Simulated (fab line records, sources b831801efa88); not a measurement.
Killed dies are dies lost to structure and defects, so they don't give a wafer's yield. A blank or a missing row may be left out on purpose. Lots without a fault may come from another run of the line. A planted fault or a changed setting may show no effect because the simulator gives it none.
A sampling plan put to the test | flow gf180mcu | one fab line, 48 faults that these records tell of, each judged on the records of the lots that it struck; 1 more is left out, because the records don't allow judging it
The plan is the line's own looks: the steps of the route at which a gauge or an inspection reads the wafer and doesn't change it. A look can be judged if struck wafers have a number there and the file gives its usual mean and standard deviation on fault-free wafers. Caught: at a look after the fault's first step, the mean of the struck wafers lies 4 or more of those standard deviations (sigma) from the usual mean. On the tool: the same test on the tool's own readings at the fault's steps. Another recipe on the struck wafers, or a record that is blank for them alone, also counts as caught.

THE FAULTS, as the simulator had put them in
1. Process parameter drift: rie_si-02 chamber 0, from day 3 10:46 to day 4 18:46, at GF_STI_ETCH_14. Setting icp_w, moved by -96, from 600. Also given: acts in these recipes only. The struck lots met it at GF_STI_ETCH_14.
2. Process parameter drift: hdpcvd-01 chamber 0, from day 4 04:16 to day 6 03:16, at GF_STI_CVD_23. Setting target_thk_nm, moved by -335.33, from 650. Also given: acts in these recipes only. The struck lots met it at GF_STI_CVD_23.
3. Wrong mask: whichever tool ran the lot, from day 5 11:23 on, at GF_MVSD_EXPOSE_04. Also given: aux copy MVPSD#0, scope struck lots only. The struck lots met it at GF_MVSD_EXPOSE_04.
4. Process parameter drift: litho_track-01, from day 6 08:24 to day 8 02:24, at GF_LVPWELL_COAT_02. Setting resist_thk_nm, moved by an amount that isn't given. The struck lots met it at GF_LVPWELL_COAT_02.
5. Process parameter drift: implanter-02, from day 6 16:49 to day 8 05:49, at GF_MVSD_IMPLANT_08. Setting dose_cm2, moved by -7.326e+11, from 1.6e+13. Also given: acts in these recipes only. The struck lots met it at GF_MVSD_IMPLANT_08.
6. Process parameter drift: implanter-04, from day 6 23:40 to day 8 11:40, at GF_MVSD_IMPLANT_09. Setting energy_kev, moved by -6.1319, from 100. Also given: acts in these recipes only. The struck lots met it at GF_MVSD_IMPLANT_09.
7. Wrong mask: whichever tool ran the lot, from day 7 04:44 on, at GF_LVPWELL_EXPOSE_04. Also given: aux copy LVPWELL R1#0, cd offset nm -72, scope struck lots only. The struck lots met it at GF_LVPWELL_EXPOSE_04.
8. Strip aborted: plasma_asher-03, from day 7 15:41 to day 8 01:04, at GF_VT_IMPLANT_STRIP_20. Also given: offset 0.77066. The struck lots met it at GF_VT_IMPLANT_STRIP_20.
9. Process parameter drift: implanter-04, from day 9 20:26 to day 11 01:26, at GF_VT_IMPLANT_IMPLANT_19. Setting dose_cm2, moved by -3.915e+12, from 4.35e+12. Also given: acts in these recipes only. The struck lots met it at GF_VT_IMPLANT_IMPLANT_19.
10. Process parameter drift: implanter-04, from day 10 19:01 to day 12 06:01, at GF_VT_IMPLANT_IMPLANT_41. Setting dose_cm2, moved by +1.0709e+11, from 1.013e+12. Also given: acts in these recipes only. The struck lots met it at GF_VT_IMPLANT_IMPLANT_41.
11. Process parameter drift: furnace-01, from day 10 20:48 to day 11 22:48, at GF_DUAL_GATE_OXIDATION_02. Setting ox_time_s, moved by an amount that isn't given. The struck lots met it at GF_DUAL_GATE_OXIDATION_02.
12. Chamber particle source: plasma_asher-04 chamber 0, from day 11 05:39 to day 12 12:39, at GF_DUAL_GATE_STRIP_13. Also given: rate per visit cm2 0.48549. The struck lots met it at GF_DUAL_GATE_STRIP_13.
13. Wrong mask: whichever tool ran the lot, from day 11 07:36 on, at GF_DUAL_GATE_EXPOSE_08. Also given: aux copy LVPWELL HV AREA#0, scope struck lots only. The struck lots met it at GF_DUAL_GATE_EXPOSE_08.
14. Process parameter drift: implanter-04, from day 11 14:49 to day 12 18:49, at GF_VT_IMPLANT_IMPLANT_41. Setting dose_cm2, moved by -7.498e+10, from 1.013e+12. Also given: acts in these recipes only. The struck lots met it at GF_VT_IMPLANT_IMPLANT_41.
15. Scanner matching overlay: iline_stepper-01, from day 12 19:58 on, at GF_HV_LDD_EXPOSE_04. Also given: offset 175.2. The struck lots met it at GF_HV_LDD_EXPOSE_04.
16. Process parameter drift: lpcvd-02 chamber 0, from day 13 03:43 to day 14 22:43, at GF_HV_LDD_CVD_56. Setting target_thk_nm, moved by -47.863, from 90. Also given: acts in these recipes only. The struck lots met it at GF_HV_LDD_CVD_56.
17. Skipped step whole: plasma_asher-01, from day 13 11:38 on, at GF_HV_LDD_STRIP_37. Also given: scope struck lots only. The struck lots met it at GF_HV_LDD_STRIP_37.
18. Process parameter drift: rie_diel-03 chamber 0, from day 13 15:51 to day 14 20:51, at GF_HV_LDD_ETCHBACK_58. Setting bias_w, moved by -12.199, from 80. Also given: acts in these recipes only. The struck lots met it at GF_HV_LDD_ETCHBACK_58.
19. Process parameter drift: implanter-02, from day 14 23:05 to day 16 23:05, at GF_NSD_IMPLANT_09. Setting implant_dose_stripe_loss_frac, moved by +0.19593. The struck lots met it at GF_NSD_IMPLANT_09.
20. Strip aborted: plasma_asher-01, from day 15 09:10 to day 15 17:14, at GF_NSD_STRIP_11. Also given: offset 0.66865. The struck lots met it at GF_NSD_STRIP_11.
21. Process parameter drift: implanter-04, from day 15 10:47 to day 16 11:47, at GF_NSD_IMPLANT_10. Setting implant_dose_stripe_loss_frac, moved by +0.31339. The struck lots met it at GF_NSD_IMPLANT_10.
22. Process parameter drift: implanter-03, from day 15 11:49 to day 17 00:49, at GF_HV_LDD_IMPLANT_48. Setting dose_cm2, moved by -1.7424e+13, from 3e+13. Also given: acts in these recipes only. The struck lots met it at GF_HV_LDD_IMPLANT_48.
23. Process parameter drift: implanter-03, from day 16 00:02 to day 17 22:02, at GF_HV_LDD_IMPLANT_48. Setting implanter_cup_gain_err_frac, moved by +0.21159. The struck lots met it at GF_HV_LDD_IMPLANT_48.
24. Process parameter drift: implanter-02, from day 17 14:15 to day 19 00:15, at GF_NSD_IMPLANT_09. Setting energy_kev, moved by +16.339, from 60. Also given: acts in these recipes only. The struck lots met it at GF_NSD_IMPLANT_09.
25. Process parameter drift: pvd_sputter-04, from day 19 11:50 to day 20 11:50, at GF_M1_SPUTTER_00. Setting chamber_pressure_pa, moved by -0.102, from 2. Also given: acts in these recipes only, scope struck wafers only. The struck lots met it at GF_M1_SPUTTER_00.
26. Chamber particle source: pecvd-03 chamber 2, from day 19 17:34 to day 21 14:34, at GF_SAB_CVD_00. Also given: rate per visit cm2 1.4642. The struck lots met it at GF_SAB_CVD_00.
27. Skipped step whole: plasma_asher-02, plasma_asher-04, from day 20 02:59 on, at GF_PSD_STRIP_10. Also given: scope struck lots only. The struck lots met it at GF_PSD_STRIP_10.
28. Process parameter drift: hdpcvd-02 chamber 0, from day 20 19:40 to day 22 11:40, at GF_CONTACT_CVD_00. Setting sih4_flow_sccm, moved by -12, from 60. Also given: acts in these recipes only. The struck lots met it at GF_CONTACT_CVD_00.
29. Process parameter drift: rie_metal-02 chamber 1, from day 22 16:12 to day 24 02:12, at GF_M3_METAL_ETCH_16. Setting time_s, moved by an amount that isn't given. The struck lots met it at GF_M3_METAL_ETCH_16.
30. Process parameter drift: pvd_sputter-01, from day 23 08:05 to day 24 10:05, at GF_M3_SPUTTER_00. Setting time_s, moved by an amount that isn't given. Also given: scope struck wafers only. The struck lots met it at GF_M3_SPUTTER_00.
31. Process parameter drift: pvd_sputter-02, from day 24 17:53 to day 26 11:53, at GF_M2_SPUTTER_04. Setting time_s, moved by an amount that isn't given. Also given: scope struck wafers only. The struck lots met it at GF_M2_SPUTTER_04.
32. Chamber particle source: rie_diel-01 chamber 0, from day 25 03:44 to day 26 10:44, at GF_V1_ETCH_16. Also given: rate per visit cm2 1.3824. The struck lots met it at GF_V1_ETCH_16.
33. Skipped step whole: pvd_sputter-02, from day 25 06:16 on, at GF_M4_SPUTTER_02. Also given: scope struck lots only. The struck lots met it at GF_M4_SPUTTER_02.
34. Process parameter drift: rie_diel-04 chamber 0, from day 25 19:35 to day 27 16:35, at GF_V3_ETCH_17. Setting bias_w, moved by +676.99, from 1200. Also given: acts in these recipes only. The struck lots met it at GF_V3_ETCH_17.
35. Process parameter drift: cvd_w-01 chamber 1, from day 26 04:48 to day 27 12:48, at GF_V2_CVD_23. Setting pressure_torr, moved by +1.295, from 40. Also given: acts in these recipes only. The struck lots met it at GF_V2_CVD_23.
36. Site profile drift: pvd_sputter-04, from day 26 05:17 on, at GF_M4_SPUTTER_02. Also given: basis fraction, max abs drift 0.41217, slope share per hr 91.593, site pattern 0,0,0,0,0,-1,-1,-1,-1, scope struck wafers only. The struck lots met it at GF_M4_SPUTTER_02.
37. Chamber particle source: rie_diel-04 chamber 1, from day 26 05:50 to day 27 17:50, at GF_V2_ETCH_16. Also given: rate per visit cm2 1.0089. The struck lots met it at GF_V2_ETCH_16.
38. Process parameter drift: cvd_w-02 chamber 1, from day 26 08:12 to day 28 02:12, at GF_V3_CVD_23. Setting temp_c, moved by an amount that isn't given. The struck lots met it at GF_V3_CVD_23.
39. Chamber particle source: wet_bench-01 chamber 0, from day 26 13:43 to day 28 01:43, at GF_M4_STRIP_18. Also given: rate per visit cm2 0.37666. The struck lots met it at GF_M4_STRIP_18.
40. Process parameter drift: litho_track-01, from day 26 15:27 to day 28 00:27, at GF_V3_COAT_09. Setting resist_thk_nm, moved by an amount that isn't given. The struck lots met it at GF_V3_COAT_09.
41. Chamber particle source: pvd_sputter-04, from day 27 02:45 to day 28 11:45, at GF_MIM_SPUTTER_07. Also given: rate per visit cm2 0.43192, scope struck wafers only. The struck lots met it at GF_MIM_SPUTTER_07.
42. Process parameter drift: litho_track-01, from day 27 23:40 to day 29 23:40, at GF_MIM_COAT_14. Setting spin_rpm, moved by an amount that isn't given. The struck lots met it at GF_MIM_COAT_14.
43. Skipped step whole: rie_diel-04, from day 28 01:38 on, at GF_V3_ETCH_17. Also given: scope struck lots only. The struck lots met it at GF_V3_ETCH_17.
44. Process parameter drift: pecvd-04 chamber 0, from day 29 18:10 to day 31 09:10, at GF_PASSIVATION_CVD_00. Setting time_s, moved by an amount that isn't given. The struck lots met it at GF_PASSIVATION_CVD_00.
45. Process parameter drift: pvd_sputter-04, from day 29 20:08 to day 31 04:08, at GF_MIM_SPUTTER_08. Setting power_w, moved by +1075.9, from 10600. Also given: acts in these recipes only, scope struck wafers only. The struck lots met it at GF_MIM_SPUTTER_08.
46. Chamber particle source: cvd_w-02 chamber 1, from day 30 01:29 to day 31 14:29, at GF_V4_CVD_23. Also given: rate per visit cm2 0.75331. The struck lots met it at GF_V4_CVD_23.
47. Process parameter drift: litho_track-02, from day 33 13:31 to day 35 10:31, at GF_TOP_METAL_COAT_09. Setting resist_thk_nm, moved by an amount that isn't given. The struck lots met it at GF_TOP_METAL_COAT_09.
48. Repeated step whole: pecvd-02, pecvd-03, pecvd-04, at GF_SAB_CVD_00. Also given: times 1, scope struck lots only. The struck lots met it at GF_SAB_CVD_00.

WHAT THE PLAN SAW
fault | on the tool itself                               | first look that catches it                      | reading, sigma                                                          | median hours from its first step to that look | hours from the fault's start to the first struck lot there | judged looks passed uncaught
1     | rf_fwd_power_W -56 sigma                         | no look after it can be judged                  | -                                                                       | -                                             | -                                                          | 0
2     | under 2 sigma                                    | GF_STI_THK_MEAS_24                              | STI_CVD_23_THK -51                                                      | 0.1                                           | 3                                                          | 0
3     | no reading that can be judged                    | GF_MVSD_TW_MEAS_11                              | MVSD_TW -99 or beyond                                                   | 7.6                                           | 11                                                         | 0
4     | no reading that can be judged                    | not the one look that can be judged after it    | -                                                                       | -                                             | -                                                          | 1
5     | dose_ions_cm2 -43 sigma                          | GF_VT_IMPLANT_RS_MEAS_46                        | MVSD_RS +9.2                                                            | 87.5                                          | 102                                                        | 0
6     | beam_energy_keV -99 or beyond sigma              | no look after it can be judged                  | -                                                                       | -                                             | -                                                          | 0
7     | no reading that can be judged                    | no look after it can be judged                  | -                                                                       | -                                             | -                                                          | 0
8     | oes_product_au +42 sigma                         | GF_VT_IMPLANT_TW_MEAS_32                        | VT_IMPLANT_3_TW -99 or beyond                                           | 16.8                                          | 26                                                         | 0
9     | dose_ions_cm2 -99 or beyond sigma                | GF_VT_IMPLANT_TW_MEAS_21                        | VT_IMPLANT_2_TW -57                                                     | 0.2                                           | 10                                                         | 0
10    | dose_ions_cm2 +99 or beyond sigma                | GF_VT_IMPLANT_TW_MEAS_43                        | VT_IMPLANT_4_TW +5.0                                                    | 0.2                                           | 3                                                          | 0
11    | under 2 sigma                                    | none of the 2 looks that can be judged after it | strongest: DUAL_GATE_OXIDATION_00_THK at GF_DUAL_GATE_THK_MEAS_03, -3.1 | -                                             | -                                                          | 2
12    | under 2 sigma                                    | not the one look that can be judged after it    | -                                                                       | -                                             | -                                                          | 1
13    | no reading that can be judged                    | no look after it can be judged                  | -                                                                       | -                                             | -                                                          | 0
14    | dose_ions_cm2 -74 sigma                          | not the one look that can be judged after it    | strongest: VT_IMPLANT_4_TW at GF_VT_IMPLANT_TW_MEAS_43, -3.0            | -                                             | -                                                          | 1
15    | no reading that can be judged                    | GF_HV_LDD_OVL_MEAS_08                           | HV_LDD_OVL +99 or beyond                                                | 9.6                                           | 11                                                         | 0
16    | under 2 sigma                                    | GF_HV_LDD_THK_MEAS_57                           | HV_LDD_CVD_56_THK -56                                                   | 1.4                                           | 5                                                          | 0
17    | the tool's record is blank for the struck wafers | GF_HV_LDD_TW_MEAS_50                            | HV_LDD_4_TW -90                                                         | 21.1                                          | 29                                                         | 0
18    | bias_w -49 sigma                                 | none of the 6 looks that can be judged after it | -                                                                       | -                                             | -                                                          | 6
19    | no reading that can be judged                    | GF_PSD_RS_MEAS_14                               | NSD_RS +7.5                                                             | 22.7                                          | 40                                                         | 1
20    | oes_product_au -36 sigma                         | GF_PSD_TW_MEAS_11                               | PSD_TW -99 or beyond                                                    | 21.9                                          | 30                                                         | 0
21    | no reading that can be judged                    | GF_PSD_RS_MEAS_14                               | NSD_RS +4.5                                                             | 23.2                                          | 38                                                         | 0
22    | dose_ions_cm2 -99 or beyond sigma                | GF_HV_LDD_TW_MEAS_50                            | HV_LDD_4_TW -22                                                         | 0.2                                           | 6                                                          | 0
23    | faraday_current_uA +9.9 sigma                    | GF_HV_LDD_TW_MEAS_50                            | HV_LDD_4_TW -5.1                                                        | 0.2                                           | 7                                                          | 0
24    | beam_energy_keV +99 or beyond sigma              | GF_NSD_TW_MEAS_12                               | NSD_TW +5.7                                                             | 0.4                                           | 7                                                          | 0
25    | chamber_pressure_pa -26 sigma                    | no look after it can be judged                  | -                                                                       | -                                             | -                                                          | 0
26    | under 2 sigma                                    | no look after it can be judged                  | -                                                                       | -                                             | -                                                          | 0
27    | no reading that can be judged                    | not the one look that can be judged after it    | -                                                                       | -                                             | -                                                          | 1
28    | sih4_flow_sccm -66 sigma                         | GF_CONTACT_THK_MEAS_01                          | CONTACT_CVD_00_THK -19                                                  | 0.1                                           | 12                                                         | 0
29    | run_length_s -32 sigma                           | no look after it can be judged                  | -                                                                       | -                                             | -                                                          | 0
30    | only faintly: throttle_valve_pct +2.7 sigma      | no look after it can be judged                  | -                                                                       | -                                             | -                                                          | 0
31    | under 2 sigma                                    | none of the 2 looks that can be judged after it | -                                                                       | -                                             | -                                                          | 2
32    | under 2 sigma                                    | not the one look that can be judged after it    | -                                                                       | -                                             | -                                                          | 1
33    | the tool's record is blank for the struck wafers | GF_M4_RS_MEAS_05                                | M4_ALCU_RS +99 or beyond                                                | 0.1                                           | 2                                                          | 0
34    | bias_w +99 or beyond sigma                       | no look after it can be judged                  | -                                                                       | -                                             | -                                                          | 0
35    | chamber_pressure_Torr +14 sigma                  | not the one look that can be judged after it    | -                                                                       | -                                             | -                                                          | 1
36    | under 2 sigma                                    | GF_M4_RS_MEAS_05                                | M4_ALCU_RS +34                                                          | 0.1                                           | 5                                                          | 0
37    | under 2 sigma                                    | none of the 2 looks that can be judged after it | -                                                                       | -                                             | -                                                          | 2
38    | susceptor_temp_C +39 sigma                       | GF_V3_RS_MEAS_24                                | V3_W_RS -14                                                             | 0.1                                           | 2                                                          | 0
39    | no reading that can be judged                    | none of the 2 looks that can be judged after it | -                                                                       | -                                             | -                                                          | 2
40    | no reading that can be judged                    | GF_V3_CD_MEAS_14                                | cd_nm +7.3                                                              | 10.7                                          | 14                                                         | 0
41    | under 2 sigma                                    | not the one look that can be judged after it    | -                                                                       | -                                             | -                                                          | 1
42    | spin_speed_rpm +53 sigma                         | no look after it can be judged                  | -                                                                       | -                                             | -                                                          | 0
43    | the tool's record is blank for the struck wafers | no look after it can be judged                  | -                                                                       | -                                             | -                                                          | 0
44    | run_length_s +23 sigma                           | GF_PASSIVATION_THK_MEAS_01                      | PASSIVATION_CVD_00_THK +7.8                                             | 0.1                                           | 37                                                         | 0
45    | cathode_dc_power_W +99 or beyond sigma           | GF_MIM_RS_MEAS_10                               | MIM_ALCU_RS -11                                                         | 0.1                                           | 21                                                         | 0
46    | under 2 sigma                                    | none of the 3 looks that can be judged after it | -                                                                       | -                                             | -                                                          | 3
47    | under 2 sigma                                    | GF_TOP_METAL_CD_MEAS_14                         | cd_nm +10                                                               | 7.7                                           | 12                                                         | 0
48    | under 2 sigma                                    | GF_SAB_THK_MEAS_01                              | SAB_CVD_00_THK +86                                                      | 0.2                                           | -                                                          | 0
A dash: the fault isn't caught, or these records don't give the number.

Caught at a look: 24 of 48. Caught on the tool: 24 of 48. By one or the other: 34 of 48.
Caught on the tool alone: faults 1, 6, 14, 18, 25, 29, 34, 35, 42, 43.
Caught at a look alone: faults 2, 3, 15, 16, 19, 21, 36, 40, 47, 48.
Caught by neither: faults 4, 7, 11, 12, 13, 26, 27, 30, 31, 32, 37, 39, 41, 46.

THINNER SAMPLING
If the look that catches a fault measured only every second or every third lot, by lot number, the first struck lot would be measured this late in the worst case:
fault | struck lots at that look, in order of time | every lot | every second lot | every third lot
2     | L266, L268, L269                           | 3 h       | 18 h             | may miss all 3
3     | L462                                       | 11 h      | may miss it      | may miss it
5     | L948, L949, L950                           | 102 h     | 107 h            | 112 h
8     | L936                                       | 26 h      | may miss it      | may miss it
9     | L106, L108                                 | 10 h      | may miss all 2   | may miss all 2
10    | L368, L369, L370, L371                     | 3 h       | 9 h              | 14 h
15    | L704, L705, L706, L707                     | 11 h      | 19 h             | 29 h
16    | L478                                       | 5 h       | may miss it      | may miss it
17    | L823, L824                                 | 29 h      | 31 h             | may miss all 2
19    | L641, L642                                 | 40 h      | 45 h             | may miss all 2
20    | L657                                       | 30 h      | may miss it      | may miss it
21    | L859, L860                                 | 38 h      | 43 h             | may miss all 2
22    | L512, L514                                 | 6 h       | may miss all 2   | may miss all 2
23    | L562, L564                                 | 7 h       | may miss all 2   | may miss all 2
24    | L812, L813                                 | 7 h       | 16 h             | may miss all 2
28    | L480, L482                                 | 12 h      | may miss all 2   | may miss all 2
33    | L303, L304                                 | 2 h       | 5 h              | may miss all 2
36    | L754, L757                                 | 5 h       | 44 h             | may miss all 2
38    | L603, L605, L607                           | 2 h       | may miss all 3   | 41 h
40    | L751, L752                                 | 14 h      | 32 h             | may miss all 2
44    | L180                                       | 37 h      | may miss it      | may miss it
45    | L800                                       | 21 h      | may miss it      | may miss it
47    | L898, L899                                 | 12 h      | 16 h             | may miss all 2
Hours are from the fault's start to the first struck lot that is measured. The limit of 4 sigma was tested on all struck wafers together, so one lot alone may lie under it. Other struck lots may not be in these records.

THE LONGEST TIMED WAY FROM STEP TO LOOK
Fault 5: a median of 87.5 hours passes between GF_MVSD_IMPLANT_08 and GF_VT_IMPLANT_RS_MEAS_46. No look between them can be judged.
